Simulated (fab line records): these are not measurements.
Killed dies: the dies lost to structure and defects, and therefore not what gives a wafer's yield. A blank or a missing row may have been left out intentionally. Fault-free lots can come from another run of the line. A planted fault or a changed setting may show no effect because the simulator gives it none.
fab line records    flow sky130
record lots=13  wafers=39  lastDay=50
route steps=708 shown FIELD_ISO@5 PWDE@54 NWELL@67 GATE_OXIDE@201 LOCAL_INTERCONNECT@387
lots untouched by any fault: they come from a run of this same line in which no faults occurred
startH: hours from the record's opening day to when the first of the lot's shown wafers began    waitH: time in hours since the lot's previous step    " as in the row above    L1.1+2: a row that stands for several wafers    - no value present, or no start provided    * or withheld: withheld    < > ~ a bound
route shown NAME@n: a module of which the file shows steps, and the number in the route of the first    usual: mean and standard deviation over wafers with no fault    same: alike in all rows    chamber/n: place in a boat    sites: readings site by site    _std_site: standard deviation of those values    _edge_site: inner sites' mean taken away from outer sites' mean    radiusMm: for every site, how far away it sits from the centre of the wafer    mask NAME#n: copy n    behind: the tool/chamber that last shaped the wafer    hold: why the lot went on hold/how many hours it stayed there/how the hold came to an end    device: transistor that didn't switch, given as n, p or np    end of line: the route-end tests of the same wafers    step lacking rows: just its recipe    killed: count of dies lost to structure and defects at first sort (not the wafer's yield)    map: shows each die of a wafer: x if killed, . if not, _ if none is there
set.NAME: the setting that was run; set.NAME@STEP: the one run at that earlier step    model.NAME: the simulator's own value behind a step, which no gauge read
a sample of lots followed through the steps of the route, with each step as a table and each wafer as a row
services: from which hour (startH, from the record's first day; less than 0 if before it) a tool's chamber was out of use, for how many hours, and why
## steps
# step SKY_FIELD_ISO_THK_MEAS_04
# recipe reads=Si3N4_of_FIELD_ISO_CVD_03
# usual FIELD_ISO_CVD_03_THK=165.3/1.5
lot.wafer  tool          chamber  startH  waitH  FIELD_ISO_CVD_03_THK[nm]
L434.2     filmMetro-01  -        13.49   0.0    166.0
L434.3     "             -        "       "      167.0
L434.6     "             -        "       "      167.0
L435.1     filmMetro-03  -        18.88   0.0    169.8
L435.3     "             -        "       "      168.3
L435.6     "             -        "       "      168.8
L436.4     filmMetro-01  -        24.29   0.0    165.2
L436.5     "             -        "       "      165.8
L436.6     "             -        "       "      163.6
L437.1     filmMetro-01  -        28.85   0.0    164.3
L437.4     "             -        "       "      164.3
L437.5     "             -        "       "      164.7
L438.3     filmMetro-01  -        34.22   0.0    165.9
L438.4     "             -        "       "      164.6
L438.6     "             -        "       "      164.4
L439.1     filmMetro-04  -        39.68   0.0    165.7
L439.5     "             -        "       "      165.7
L439.6     "             -        "       "      165.0
L441.1     filmMetro-03  -        49.66   0.0    166.2
L441.2     "             -        "       "      165.4
L441.5     "             -        "       "      165.7
L442.1     filmMetro-03  -        53.51   0.0    164.5
L442.2     "             -        "       "      165.1
L442.3     "             -        "       "      164.9
L444.2     filmMetro-04  -        64.57   0.0    164.9
L444.3     "             -        "       "      165.4
L444.4     "             -        "       "      166.2
L445.3     filmMetro-04  -        68.96   0.0    166.7
L445.4     "             -        "       "      165.9
L445.5     "             -        "       "      166.9
L446.1     filmMetro-04  -        74.19   0.0    166.9
L446.2     "             -        "       "      167.1
L446.4     "             -        "       "      168.4
L454.3     filmMetro-03  -        116.12  0.0    165.5
L454.4     "             -        "       "      165.8
L454.6     "             -        "       "      167.4
L456.2     filmMetro-03  -        124.19  0.0    162.6
L456.3     "             -        "       "      163.3
L456.5     "             -        "       "      162.7
# step SKY_PWDE_STRIP_09
# recipe chemistry=O2/N2  powerW=1400  pressureMtorr=1500  platenTempC=withheld  o2FlowSccm=3000  n2FlowSccm=300  overashFraction=0.5
# usual drypumpMotorCurrentA=5.4/0.41  oesProductAu=0.723/0.0046  stripTimeToEndpointS=36.95/0.089
lot.wafer  tool            chamber  startH  waitH  drypumpMotorCurrentA  oesProductAu  rfHoursCounterH  stripTimeToEndpointS
L434.2     plasmaAsher-03  1        65.30   0.1    5.8                   0.724         25               36.86
L434.3     "               0        "       "      5.0                   0.720         -                36.88
L434.6     "               1        "       "      5.8                   0.722         -                36.87
L435.1     plasmaAsher-03  0        76.11   0.1    5.0                   0.718         26               36.95
L435.3     "               1        "       "      5.9                   0.722         -                36.93
L435.6     "               0        "       "      5.0                   0.725         -                36.93
L436.4     plasmaAsher-03  0        81.74   0.1    5.0                   0.728         -                36.99
L436.5     "               1        "       "      5.9                   0.729         -                37.09
L436.6     "               0        "       "      5.0                   0.720         -                37.00
L437.1     plasmaAsher-03  1        83.25   0.1    5.8                   0.721         27               37.01
L437.4     "               0        "       "      5.0                   0.717         -                36.99
L437.5     "               1        "       "      5.8                   0.723         -                36.89
L438.3     plasmaAsher-01  0        88.69   0.1    6.1                   0.729         -                36.90
L438.4     "               1        "       "      5.4                   0.725         -                36.90
L438.6     "               0        "       "      6.1                   0.713         -                36.86
L439.1     plasmaAsher-04  1        97.05   0.1    5.1                   0.722         43               37.08
L439.5     "               1        "       "      5.1                   0.720         -                37.05
L439.6     "               0        "       "      5.1                   0.719         -                37.07
L441.1     plasmaAsher-01  1        107.35  0.1    5.4                   0.720         40               36.96
L441.2     "               0        "       "      6.1                   0.731         40               36.94
L441.5     "               1        "       "      5.4                   0.718         -                37.00
L442.1     plasmaAsher-03  1        110.01  0.1    5.9                   0.726         29               36.92
L442.2     "               0        "       "      5.0                   0.731         29               36.90
L442.3     "               0        "       "      5.0                   0.722         -                37.08
L444.2     plasmaAsher-04  0        123.12  0.1    5.2                   0.726         1                36.78
L444.3     "               0        "       "      5.1                   0.723         -                36.86
L444.4     "               1        "       "      5.1                   0.725         -                36.86
L445.3     plasmaAsher-01  0        128.81  0.1    6.1                   0.712         -                36.83
L445.4     "               1        "       "      5.4                   0.725         -                36.93
L445.5     "               1        "       "      5.4                   0.719         -                36.86
L446.1     plasmaAsher-04  0        135.20  0.1    5.2                   0.719         1                37.10
L446.2     "               1        "       "      5.1                   0.719         1                37.09
L446.4     "               1        "       "      5.1                   0.726         -                36.96
L454.3     plasmaAsher-03  0        182.39  0.1    5.0                   0.971         -                -
L454.4     "               1        "       "      5.8                   0.971         -                -
L454.6     "               1        "       "      5.8                   0.965         -                -
L456.2     plasmaAsher-04  1        191.57  0.1    5.1                   0.723         7                36.87
L456.3     "               1        "       "      5.1                   0.725         -                36.86
L456.5     "               0        "       "      5.1                   0.728         -                36.83
# step SKY_NWELL_STRIP_14
# recipe chemistry=O2/N2  powerW=1400  pressureMtorr=1500  platenTempC=withheld  o2FlowSccm=3000  n2FlowSccm=300  overashFraction=0.5
# usual drypumpMotorCurrentA=5.8/0.48  oesProductAu=0.722/0.0044  stripTimeToEndpointS=36.98/0.1
lot.wafer  tool            chamber  startH  waitH  drypumpMotorCurrentA  oesProductAu  rfHoursCounterH  stripTimeToEndpointS
L434.2     plasmaAsher-01  1        82.72   0.1    5.4                   0.721         38               36.91
L434.3     "               1        "       "      5.4                   0.716         -                36.89
L434.6     "               1        "       "      5.4                   0.727         -                36.95
L435.1     plasmaAsher-01  1        93.50   0.1    5.4                   0.717         39               37.11
L435.3     "               1        "       "      5.4                   0.719         -                37.10
L435.6     "               0        "       "      6.1                   0.716         -                37.05
L436.4     plasmaAsher-01  0        98.99   0.1    6.1                   0.720         -                36.85
L436.5     "               1        "       "      5.4                   0.709         -                36.83
L436.6     "               0        "       "      6.1                   0.723         -                36.86
L437.1     plasmaAsher-01  0        100.98  0.1    6.1                   0.730         40               36.80
L437.4     "               1        "       "      5.4                   0.721         -                36.96
L437.5     "               1        "       "      5.4                   0.722         -                36.82
L438.3     plasmaAsher-01  1        105.29  0.1    5.4                   0.731         -                36.99
L438.4     "               0        "       "      6.1                   0.718         -                37.05
L438.6     "               0        "       "      6.1                   0.723         -                36.91
L439.1     plasmaAsher-02  1        114.80  0.1    6.3                   0.720         43               37.14
L439.5     "               1        "       "      6.3                   0.723         -                37.06
L439.6     "               0        "       "      6.4                   0.717         -                37.06
L441.1     plasmaAsher-02  0        124.92  0.1    6.4                   0.720         44               37.16
L441.2     "               1        "       "      6.3                   0.719         44               36.96
L441.5     "               1        "       "      6.3                   0.725         -                37.03
L442.1     plasmaAsher-02  0        128.75  0.1    6.4                   0.721         44               36.98
L442.2     "               1        "       "      6.3                   0.719         44               36.94
L442.3     "               1        "       "      6.3                   0.726         -                37.01
L444.2     plasmaAsher-02  1        142.42  0.1    6.3                   0.716         46               36.99
L444.3     "               1        "       "      6.3                   0.727         -                37.05
L444.4     "               0        "       "      6.4                   0.722         -                36.98
L445.3     plasmaAsher-01  0        148.54  0.1    6.1                   0.723         -                37.00
L445.4     "               1        "       "      5.4                   0.715         -                36.92
L445.5     "               0        "       "      6.1                   0.721         -                36.92
L446.1     plasmaAsher-03  1        155.22  0.1    5.8                   0.721         33               36.94
L446.2     "               0        "       "      5.0                   0.718         33               37.02
L446.4     "               0        "       "      5.0                   0.725         -                36.96
L454.3     plasmaAsher-02  1        204.49  0.1    6.3                   0.724         -                38.84
L454.4     "               0        "       "      6.4                   0.728         -                38.82
L454.6     "               0        "       "      6.4                   0.724         -                38.71
L456.2     plasmaAsher-03  0        213.58  0.1    5.0                   0.723         40               37.17
L456.3     "               1        "       "      5.8                   0.717         -                37.11
L456.5     "               0        "       "      5.0                   0.728         -                37.10
# step SKY_GATE_OXIDE_TW_MEAS_14
# usual GATE_OXIDE_TW=225.2/1.6
lot.wafer  tool          chamber  startH  waitH  GATE_OXIDE_TW
L434.2     filmMetro-02  -        301.91  0.1    226.8
L434.3     "             -        "       "      227.0
L434.6     "             -        "       "      227.6
L435.1     filmMetro-02  -        316.47  0.1    225.0
L435.3     "             -        "       "      226.4
L435.6     "             -        "       "      226.3
L436.4     filmMetro-03  -        325.62  0.1    223.6
L436.5     "             -        "       "      222.6
L436.6     "             -        "       "      223.0
L437.1     filmMetro-03  -        335.29  0.1    222.1
L437.4     "             -        "       "      222.2
L437.5     "             -        "       "      222.5
L438.3     filmMetro-02  -        340.16  0.1    224.7
L438.4     "             -        "       "      224.4
L438.6     "             -        "       "      224.6
L439.1     filmMetro-04  -        349.59  0.1    225.4
L439.5     "             -        "       "      224.1
L439.6     "             -        "       "      224.2
L441.1     filmMetro-03  -        364.95  0.1    225.7
L441.2     "             -        "       "      226.2
L441.5     "             -        "       "      224.8
L442.1     filmMetro-03  -        372.67  0.1    226.1
L442.2     "             -        "       "      226.1
L442.3     "             -        "       "      225.9
L444.2     filmMetro-02  -        400.06  0.1    226.6
L444.3     "             -        "       "      226.6
L444.4     "             -        "       "      226.3
L445.3     filmMetro-03  -        404.76  0.1    224.0
L445.4     "             -        "       "      224.0
L445.5     "             -        "       "      224.4
L446.1     filmMetro-04  -        414.33  0.1    226.4
L446.2     "             -        "       "      227.1
L446.4     "             -        "       "      227.0
L454.3     filmMetro-04  -        483.70  0.1    226.2
L454.4     "             -        "       "      224.2
L454.6     "             -        "       "      226.3
L456.2     filmMetro-03  -        494.72  0.1    224.1
L456.3     "             -        "       "      224.9
L456.5     "             -        "       "      223.7
# step SKY_LOCAL_INTERCONNECT_SPUTTER_00
# recipe material=TiN  targetThkNm=100  tempC=300  powerW=6500  timeS=83.3  chamberPressurePa=0.4
# usual throttleValvePct=30.5/0.92
lot.wafer  tool           chamber  startH  waitH  throttleValvePct
L434.2     pvdSputter-03  -        670.17  0.1    31.2
L434.3     "              -        "       "      30.3
L434.6     "              -        "       "      30.5
L435.1     pvdSputter-03  -        682.85  0.1    29.5
L435.3     "              -        "       "      30.6
L435.6     "              -        "       "      30.3
L436.4     pvdSputter-04  -        704.91  0.2    31.3
L436.5     "              -        "       "      31.6
L436.6     "              -        "       "      31.3
L437.1     pvdSputter-04  -        707.32  0.2    32.6
L437.4     "              -        "       "      31.5
L437.5     "              -        "       "      32.3
L438.3     pvdSputter-01  -        711.74  0.3    29.7
L438.4     "              -        "       "      29.6
L438.6     "              -        "       "      30.6
L439.1     pvdSputter-01  -        717.42  0.2    29.5
L439.5     "              -        "       "      31.1
L439.6     "              -        "       "      28.8
L441.1     pvdSputter-01  -        733.46  0.1    31.0
L441.2     "              -        "       "      29.9
L441.5     "              -        "       "      29.3
L442.1     pvdSputter-03  -        739.81  0.1    31.6
L442.2     "              -        "       "      30.6
L442.3     "              -        "       "      29.6
L444.2     pvdSputter-03  -        770.44  0.2    31.5
L444.3     "              -        "       "      30.5
L444.4     "              -        "       "      30.6
L445.3     pvdSputter-03  -        770.79  0.2    30.5
L445.4     "              -        "       "      30.6
L445.5     "              -        "       "      29.5
L446.1     pvdSputter-04  -        778.85  0.2    31.5
L446.2     "              -        "       "      32.0
L446.4     "              -        "       "      31.5
L454.3     pvdSputter-03  -        837.66  0.1    30.7
L454.4     "              -        "       "      31.7
L454.6     "              -        "       "      30.3
L456.2     pvdSputter-03  -        848.01  0.1    29.4
L456.3     "              -        "       "      30.3
L456.5     "              -        "       "      30.3
## services
tool            chamber  startH  hours  kind
pvdSputter-03   -        52.92   3.0    repair
pvdSputter-03   -        154.75  2.4    repair
plasmaAsher-03  -        162.50  0.8    repair
plasmaAsher-01  -        180.68  1.0    repair
plasmaAsher-01  -        190.72  5.4    repair
plasmaAsher-01  -        193.62  7.4    repair
plasmaAsher-03  -        229.82  0.3    repair
plasmaAsher-01  -        239.41  1.6    repair
plasmaAsher-03  -        252.71  2.8    pm
plasmaAsher-01  -        267.53  15.6   pm
plasmaAsher-01  -        283.13  2.8    pm
pvdSputter-03   -        305.06  0.6    repair
plasmaAsher-02  -        356.06  0.8    repair
pvdSputter-03   -        416.97  0.5    repair
pvdSputter-03   -        452.80  1.1    repair
plasmaAsher-03  -        501.87  4.3    repair
plasmaAsher-01  -        607.63  14.6   pm
plasmaAsher-03  -        633.01  3.9    repair
pvdSputter-03   -        639.86  12.9   repair
pvdSputter-03   -        648.75  4.3    repair
plasmaAsher-03  -        682.08  7.2    repair
plasmaAsher-01  -        733.75  9.0    pm
pvdSputter-03   -        745.88  1.9    repair
plasmaAsher-03  -        821.21  1.3    repair
## key
firstSign step=SKY_PWDE_STRIP_09  reading=oesProductAu  direction=up  sigmas=53  usual=0.723  struck=0.969
effect step=SKY_NWELL_STRIP_14  reading=stripTimeToEndpointS  direction=up  sigmas=17  usual=*  struck=*
metAt SKY_PWDE_STRIP_09
struckLots L454
sortLeftOut L454.3,L454.4,L454.6
testerLeftOut L454
notActingAt SKY_FIELD_ISO_THK_MEAS_04,SKY_GATE_OXIDE_TW_MEAS_14,SKY_LOCAL_INTERCONNECT_SPUTTER_00
onsetBetween 110.01 182.39
fault kind=stripAborted  tool=plasmaAsher-03  chamber=-  onsetH=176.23  steps=SKY_PWDE_STRIP_09  offset=0.36377  endH=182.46
# testerLeftOut: of these lots the tester's yield and bins aren't shown, on N5 and GAA mostly nor the transistor test; their killed dies are dies lost to structure and defects alone, not to doping, threshold or leakage, so they don't give the yield
# sortLeftOut: the simulated sort isn't trusted on such a fault, so these wafers' sort isn't shown, and their yield isn't known
